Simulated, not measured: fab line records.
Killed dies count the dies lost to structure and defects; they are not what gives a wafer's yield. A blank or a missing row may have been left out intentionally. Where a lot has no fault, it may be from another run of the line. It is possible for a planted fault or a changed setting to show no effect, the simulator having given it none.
Which tool was responsible? / flow sky130 / 12 lots with 36 wafers sampled at 4 steps, on a route of 708 steps

== WHAT EACH GAUGE READ, for each wafer ==
SKY_VIA4_RS_MEAS_19: uses a four-point probe to measure.
lot=L225; measured=day 43 16:07; on=film-metro-01; VIA4_W_RS (ohm/sq)=0.2258 0.2262 0.2258
lot=L229; measured=day 44 12:01; on=film-metro-02; VIA4_W_RS (ohm/sq)=0.2263 0.2271 0.2264
lot=L230; measured=day 44 18:03; on=film-metro-02; VIA4_W_RS (ohm/sq)=0.2266 0.2278 0.2255
lot=L233; measured=day 46 00:25; on=film-metro-02; VIA4_W_RS (ohm/sq)=0.2242 0.2241 0.2223
lot=L237; measured=day 46 18:46; on=film-metro-01; VIA4_W_RS (ohm/sq)=0.2267 0.2259 0.2282
lot=L240; measured=day 47 09:59; on=film-metro-01; VIA4_W_RS (ohm/sq)=0.2214 0.2213 0.2204
lot=L241; measured=day 47 14:26; on=film-metro-04; VIA4_W_RS (ohm/sq)=0.2251 0.2303 0.2244
lot=L242; measured=day 47 17:32; on=film-metro-01; VIA4_W_RS (ohm/sq)=0.2244 0.2267 0.2246
lot=L244; measured=day 48 07:58; on=film-metro-04; VIA4_W_RS (ohm/sq)=0.2223 0.2220 0.2225
lot=L245; measured=day 48 11:10; on=film-metro-01; VIA4_W_RS (ohm/sq)=0.2284 0.2246 0.2294
lot=L247; measured=day 49 03:40; on=film-metro-04; VIA4_W_RS (ohm/sq)=0.2225 0.2241 0.2213
lot=L246; measured=day 49 06:46; on=film-metro-02; VIA4_W_RS (ohm/sq)=0.2234 0.2254 0.2253

== EACH LOT AND THE TOOL THAT RAN IT (in order: tool; ch and the chambers of the sampled wafers; start) ==
lot=L225; SKY_METAL4_DESCUM_15=rie-metal-03 ch 1, day 42 14:53; SKY_METAL4_STRIP_19=plasma-asher-02 ch 0,1, day 42 15:20; SKY_VIA4_ETCH_12=rie-diel-02 ch 0,2, day 43 15:11
lot=L229; SKY_METAL4_DESCUM_15=rie-metal-02 ch 0,1, day 43 10:55; SKY_METAL4_STRIP_19=plasma-asher-02 ch 0,1, day 43 11:14; SKY_VIA4_ETCH_12=rie-diel-04 ch 0,1,3, day 44 11:07
lot=L230; SKY_METAL4_DESCUM_15=rie-metal-04 ch 0,1, day 43 16:50; SKY_METAL4_STRIP_19=plasma-asher-02 ch 0,1, day 43 17:10; SKY_VIA4_ETCH_12=rie-diel-01 ch 0,1,2, day 44 17:11
lot=L233; SKY_METAL4_DESCUM_15=rie-metal-02 ch 0,1, day 45 01:17; SKY_METAL4_STRIP_19=plasma-asher-01 ch 0,1, day 45 01:37; SKY_VIA4_ETCH_12=rie-diel-04 ch 0,1,3, day 45 23:32
lot=L237; SKY_METAL4_DESCUM_15=rie-metal-02 ch 0,1, day 45 19:07; SKY_METAL4_STRIP_19=plasma-asher-01 ch 0,1, day 45 19:26; SKY_VIA4_ETCH_12=rie-diel-01 ch 0,1,3, day 46 17:50
lot=L240; SKY_METAL4_DESCUM_15=rie-metal-02 ch 1, day 46 10:43; SKY_METAL4_STRIP_19=plasma-asher-01 ch 0,1, day 46 11:10; SKY_VIA4_ETCH_12=rie-diel-01 ch 0,2, day 47 09:07
lot=L241; SKY_METAL4_DESCUM_15=rie-metal-04 ch 0,1, day 46 15:55; SKY_METAL4_STRIP_19=plasma-asher-03 ch 1, day 46 16:14; SKY_VIA4_ETCH_12=rie-diel-01 ch 1,3, day 47 13:22
lot=L242; SKY_METAL4_DESCUM_15=rie-metal-03 ch 0,1, day 46 19:16; SKY_METAL4_STRIP_19=plasma-asher-03 ch 0,1, day 46 19:35; SKY_VIA4_ETCH_12=rie-diel-02 ch 1,3, day 47 16:40
lot=L244; SKY_METAL4_DESCUM_15=rie-metal-03 ch 0,1, day 47 09:35; SKY_METAL4_STRIP_19=plasma-asher-02 ch 0,1, day 47 09:56; SKY_VIA4_ETCH_12=rie-diel-04 ch 1,2, day 48 06:53
lot=L245; SKY_METAL4_DESCUM_15=rie-metal-04 ch 0,1, day 47 13:05; SKY_METAL4_STRIP_19=plasma-asher-01 ch 0,1, day 47 13:25; SKY_VIA4_ETCH_12=rie-diel-02 ch 0,1,2, day 48 10:13
lot=L247; SKY_METAL4_DESCUM_15=rie-metal-02 ch 1, day 48 05:34; SKY_METAL4_STRIP_19=plasma-asher-01 ch 0,1, day 48 06:12; SKY_VIA4_ETCH_12=rie-diel-04 ch 0,1,2, day 49 02:02
lot=L246; SKY_METAL4_DESCUM_15=rie-metal-03 ch 0,1, day 48 09:23; SKY_METAL4_STRIP_19=plasma-asher-03 ch 0,1, day 48 09:55; SKY_VIA4_ETCH_12=rie-diel-01 ch 1,2, day 49 05:17
- SKY_METAL4_DESCUM_15: chemistry O2, time 8 s.
- SKY_METAL4_STRIP_19: strips in O2/N2.
- SKY_VIA4_ETCH_12: etches SiO2 in C4F8/O2/Ar, stops on TiN, target depth 580 nm.

== WHAT THE TOOLS THEMSELVES READ (means of the sampled wafers that have a number; where no wafer has one, the mark that the record gives instead) ==
SKY_METAL4_DESCUM_15.
lot=L225; tool=rie-metal-03; drypump-motor-current-A (A)=5.6; oes-product-au (a.u.)=1.005
lot=L229; tool=rie-metal-02; drypump-motor-current-A (A)=5.9; oes-product-au (a.u.)=1.005
lot=L230; tool=rie-metal-04; drypump-motor-current-A (A)=5.3; oes-product-au (a.u.)=0.998
lot=L233; tool=rie-metal-02; drypump-motor-current-A (A)=5.5; oes-product-au (a.u.)=1.002
lot=L237; tool=rie-metal-02; drypump-motor-current-A (A)=5.4; oes-product-au (a.u.)=0.996
lot=L240; tool=rie-metal-02; drypump-motor-current-A (A)=4.9; oes-product-au (a.u.)=0.984
lot=L241; tool=rie-metal-04; drypump-motor-current-A (A)=5.3; oes-product-au (a.u.)=0.995
lot=L242; tool=rie-metal-03; drypump-motor-current-A (A)=5.8; oes-product-au (a.u.)=0.997
lot=L244; tool=rie-metal-03; drypump-motor-current-A (A)=5.9; oes-product-au (a.u.)=1.001
lot=L245; tool=rie-metal-04; drypump-motor-current-A (A)=5.3; oes-product-au (a.u.)=0.993
lot=L247; tool=rie-metal-02; drypump-motor-current-A (A)=4.9; oes-product-au (a.u.)=0.991
lot=L246; tool=rie-metal-03; drypump-motor-current-A (A)=5.8; oes-product-au (a.u.)=1.001

SKY_METAL4_STRIP_19.
lot=L225; tool=plasma-asher-02; drypump-motor-current-A (A)=5.3; oes-product-au (a.u.)=0.509; strip-time-to-endpoint-s (s)=6.60
lot=L229; tool=plasma-asher-02; drypump-motor-current-A (A)=5.7; oes-product-au (a.u.)=0.502; strip-time-to-endpoint-s (s)=6.52
lot=L230; tool=plasma-asher-02; drypump-motor-current-A (A)=5.7; oes-product-au (a.u.)=0.499; strip-time-to-endpoint-s (s)=6.52
lot=L233; tool=plasma-asher-01; drypump-motor-current-A (A)=6.3; oes-product-au (a.u.)=0.496; strip-time-to-endpoint-s (s)=6.44
lot=L237; tool=plasma-asher-01; drypump-motor-current-A (A)=6.1; oes-product-au (a.u.)=0.503; strip-time-to-endpoint-s (s)=6.58
lot=L240; tool=plasma-asher-01; drypump-motor-current-A (A)=6.3; oes-product-au (a.u.)=0.499; strip-time-to-endpoint-s (s)=6.50
lot=L241; tool=plasma-asher-03; drypump-motor-current-A (A)=6.2; oes-product-au (a.u.)=0.497; strip-time-to-endpoint-s (s)=6.49
lot=L242; tool=plasma-asher-03; drypump-motor-current-A (A)=6.0; oes-product-au (a.u.)=0.501; strip-time-to-endpoint-s (s)=6.57
lot=L244; tool=plasma-asher-02; drypump-motor-current-A (A)=5.7; oes-product-au (a.u.)=0.499; strip-time-to-endpoint-s (s)=6.44
lot=L245; tool=plasma-asher-01; drypump-motor-current-A (A)=6.1; oes-product-au (a.u.)=0.503; strip-time-to-endpoint-s (s)=6.61
lot=L247; tool=plasma-asher-01; drypump-motor-current-A (A)=6.4; oes-product-au (a.u.)=0.502; strip-time-to-endpoint-s (s)=6.58
lot=L246; tool=plasma-asher-03; drypump-motor-current-A (A)=6.1; oes-product-au (a.u.)=0.507; strip-time-to-endpoint-s (s)=6.69

SKY_VIA4_ETCH_12.
lot=L225; tool=rie-diel-02; bias-w (W)=1202; oes-product-au (a.u.)=0.926
lot=L229; tool=rie-diel-04; bias-w (W)=1125; oes-product-au (a.u.)=0.927
lot=L230; tool=rie-diel-01; bias-w (W)=1200; oes-product-au (a.u.)=0.922
lot=L233; tool=rie-diel-04; bias-w (W)=1126; oes-product-au (a.u.)=0.930
lot=L237; tool=rie-diel-01; bias-w (W)=1201; oes-product-au (a.u.)=0.929
lot=L240; tool=rie-diel-01; bias-w (W)=1202; oes-product-au (a.u.)=0.926
lot=L241; tool=rie-diel-01; bias-w (W)=1196; oes-product-au (a.u.)=0.928
lot=L242; tool=rie-diel-02; bias-w (W)=1206; oes-product-au (a.u.)=0.928
lot=L244; tool=rie-diel-04; bias-w (W)=1198; oes-product-au (a.u.)=0.923
lot=L245; tool=rie-diel-02; bias-w (W)=1201; oes-product-au (a.u.)=0.925
lot=L247; tool=rie-diel-04; bias-w (W)=1198; oes-product-au (a.u.)=0.925
lot=L246; tool=rie-diel-01; bias-w (W)=1201; oes-product-au (a.u.)=0.926

== THE ANSWER, worked out from the rows above alone ==
Rule: usual is defined by the lots themselves. The widest of any qualifying gaps counts: lots, ordered by their means at a reading, are off when they make up no more than a third of the lots, leave a main group of 4 or more, and stand apart from it by 3 or more times the standard deviation of that group's means. If all means in a main group match to the digits the tables above print for the reading, that group is not used. Also off: a lot with no number at a reading for which 4 or more lots have one. The other lots that the step has rows for count as sound. The gauges are gone through in route order, then the tools' own readings, and for those a lot's mean is taken as printed above. At the first step where some lot is off, the reading lying furthest off is the one used; lots without a number count as furthest.
Off: L229, L233 (SKY_VIA4_ETCH_12, bias-w). The main group has a mean of 1200 W with a standard deviation of 2.6.
If a tool, at that step or one of the process steps before it, ran each lot that is off and ran no sound lot following the first of them, it fits. Of those tried, none fits.

== WHAT HAD BEEN PUT IN BY THE SIMULATOR ==
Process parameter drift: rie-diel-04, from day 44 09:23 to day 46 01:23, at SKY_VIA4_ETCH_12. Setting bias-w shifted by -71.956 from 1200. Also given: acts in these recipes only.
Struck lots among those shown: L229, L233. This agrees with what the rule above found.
